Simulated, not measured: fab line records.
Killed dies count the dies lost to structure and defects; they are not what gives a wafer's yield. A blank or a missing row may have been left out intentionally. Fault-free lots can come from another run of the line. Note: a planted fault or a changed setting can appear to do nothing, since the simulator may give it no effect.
Commonality check across tools + flow gf180mcu + 12 lots, 36 wafers sampled

THE REASON FOR OPENING IT
3 of 12 lots carry a flag on the reading VT_IMPLANT_TW at GF_VT_IMPLANT_TW_MEAS_10. Wafers without a fault read 568, standard deviation 4.3.
Rule: flag the lot when none of its wafers has a number, or when each of its wafers that has one lies beyond 4 standard deviations from that mean. The other lots count as sound.

| lot  | measured     | on            | VT_IMPLANT_TW, wafer by wafer | flag    |
|------|--------------|---------------|-------------------------------|---------|
| L763 | day 5 12:19  | film metro-04 | 564 564 561                   |         |
| L765 | day 6 02:19  | film metro-02 | 572 567 572                   |         |
| L768 | day 6 21:16  | film metro-04 | 565 564 565                   |         |
| L769 | day 7 03:50  | film metro-02 | 593 594 593                   | FLAGGED |
| L774 | day 8 10:37  | film metro-02 | 590 592 587                   | FLAGGED |
| L775 | day 8 16:15  | film metro-02 | 590 589 590                   | FLAGGED |
| L778 | day 9 14:14  | film metro-03 | 561 562 563                   |         |
| L782 | day 10 12:38 | film metro-04 | 565 563 566                   |         |
| L783 | day 10 18:14 | film metro-03 | 559 563 562                   |         |
| L784 | day 10 23:41 | film metro-03 | 560 560 560                   |         |
| L785 | day 11 06:46 | film metro-02 | 572 572 570                   |         |
| L786 | day 11 16:12 | film metro-02 | 574 573 577                   |         |
On average the flagged lots' numbers are 591, which is +23 against the usual, or +5 standard deviations.

TOOL THAT RAN EACH LOT
The record holds 3 process steps before the reading, out of a route of 602 steps. Each cell gives the tool, then ch followed by the chambers the sampled wafers passed through, then the start.
| lot  | flag    | GF_DNWELL_STRIP_08                  | GF_MVSD_STRIP_10                     | GF_VT_IMPLANT_IMPLANT_08        |
|------|---------|-------------------------------------|--------------------------------------|---------------------------------|
| L763 |         | plasma asher-01 ch 1, day 2 18:58   | plasma asher-03 ch 0,1, day 4 08:15  | implanter-04 ch 0, day 5 12:05  |
| L765 |         | plasma asher-02 ch 0,1, day 3 05:43 | plasma asher-02 ch 0,1, day 4 21:42  | implanter-03 ch 0, day 6 02:04  |
| L768 |         | plasma asher-01 ch 0,1, day 3 21:22 | plasma asher-01 ch 0,1, day 5 15:03  | implanter-03 ch 0, day 6 21:01  |
| L769 | FLAGGED | plasma asher-02 ch 0,1, day 4 02:01 | plasma asher-03 ch 0,1, day 5 20:29  | implanter-03 ch 0, day 7 03:35  |
| L774 | FLAGGED | plasma asher-01 ch 0,1, day 5 03:56 | plasma asher-03 ch 0,1, day 7 00:49  | implanter-03 ch 0, day 8 10:24  |
| L775 | FLAGGED | plasma asher-04 ch 0,1, day 5 08:58 | plasma asher-01 ch 0,1, day 7 07:11  | implanter-03 ch 0, day 8 16:00  |
| L778 |         | plasma asher-02 ch 0,1, day 6 03:31 | plasma asher-01 ch 0,1, day 8 04:05  | implanter-02 ch 0, day 9 13:59  |
| L782 |         | plasma asher-04 ch 0, day 6 23:25   | plasma asher-03 ch 0,1, day 9 01:26  | implanter-04 ch 0, day 10 12:23 |
| L783 |         | plasma asher-02 ch 0,1, day 7 04:56 | plasma asher-03 ch 0,1, day 9 07:14  | implanter-02 ch 0, day 10 17:59 |
| L784 |         | plasma asher-02 ch 0,1, day 7 09:46 | plasma asher-01 ch 0, day 9 12:14    | implanter-02 ch 0, day 10 23:26 |
| L785 |         | plasma asher-01 ch 0,1, day 7 14:47 | plasma asher-02 ch 0,1, day 9 17:55  | implanter-03 ch 0, day 11 06:33 |
| L786 |         | plasma asher-01 ch 0,1, day 7 21:23 | plasma asher-02 ch 0,1, day 10 03:41 | implanter-03 ch 0, day 11 15:57 |
These steps, and what they do:
- GF_DNWELL_STRIP_08: strips in O2/N2.
- GF_MVSD_STRIP_10: strips in O2/N2.
- GF_VT_IMPLANT_IMPLANT_08
- GF_VT_IMPLANT_TW_MEAS_10

FLAGGED OVER TOTAL, TOOL BY TOOL (the gauges that took the reading come last)
| step                     | tool            | lots run | flagged | share of the flagged lots | sound lots run after its first flagged lot |
|--------------------------|-----------------|----------|---------|---------------------------|--------------------------------------------|
| GF_DNWELL_STRIP_08       | plasma asher-01 | 5        | 1       | some                      | 2 (L785,L786)                              |
| GF_DNWELL_STRIP_08       | plasma asher-02 | 5        | 1       | some                      | 3 (L778,L783,L784)                         |
| GF_DNWELL_STRIP_08       | plasma asher-04 | 2        | 1       | some                      | 1 (L782)                                   |
| GF_MVSD_STRIP_10         | plasma asher-01 | 4        | 1       | some                      | 2 (L778,L784)                              |
| GF_MVSD_STRIP_10         | plasma asher-02 | 3        | 0       | none                      | -                                          |
| GF_MVSD_STRIP_10         | plasma asher-03 | 5        | 2       | some                      | 2 (L782,L783)                              |
| GF_VT_IMPLANT_IMPLANT_08 | implanter-02    | 3        | 0       | none                      | -                                          |
| GF_VT_IMPLANT_IMPLANT_08 | implanter-03    | 7        | 3       | all                       | 2 (L785,L786)                              |
| GF_VT_IMPLANT_IMPLANT_08 | implanter-04    | 2        | 0       | none                      | -                                          |
| GF_VT_IMPLANT_TW_MEAS_10 | film metro-02   | 6        | 3       | all                       | 2 (L785,L786)                              |
| GF_VT_IMPLANT_TW_MEAS_10 | film metro-03   | 3        | 0       | none                      | -                                          |
| GF_VT_IMPLANT_TW_MEAS_10 | film metro-04   | 3        | 0       | none                      | -                                          |

WHAT THE TABLE PERMITS
implanter-03 at GF_VT_IMPLANT_IMPLANT_08 and film metro-02 at GF_VT_IMPLANT_TW_MEAS_10 are the 2 rows of the table that ran each flagged lot.
- implanter-03 at GF_VT_IMPLANT_IMPLANT_08: 3 of its 7 lots flagged. After the first flagged lot (L785, L786), sound lots still ran on it; a lasting fault on the whole tool would not permit that. Its own readings (beam energy keV) fall more than 4 standard deviations out on all wafers of the flagged lots.
- film metro-02 at GF_VT_IMPLANT_TW_MEAS_10: 3 of its 6 lots flagged. After the first flagged lot (L785, L786), sound lots still ran on it; a lasting fault on the whole tool would not permit that.
Not one row of the table ran every flagged lot while running no sound lot after the first.

WHAT THE SIMULATOR PUT IN
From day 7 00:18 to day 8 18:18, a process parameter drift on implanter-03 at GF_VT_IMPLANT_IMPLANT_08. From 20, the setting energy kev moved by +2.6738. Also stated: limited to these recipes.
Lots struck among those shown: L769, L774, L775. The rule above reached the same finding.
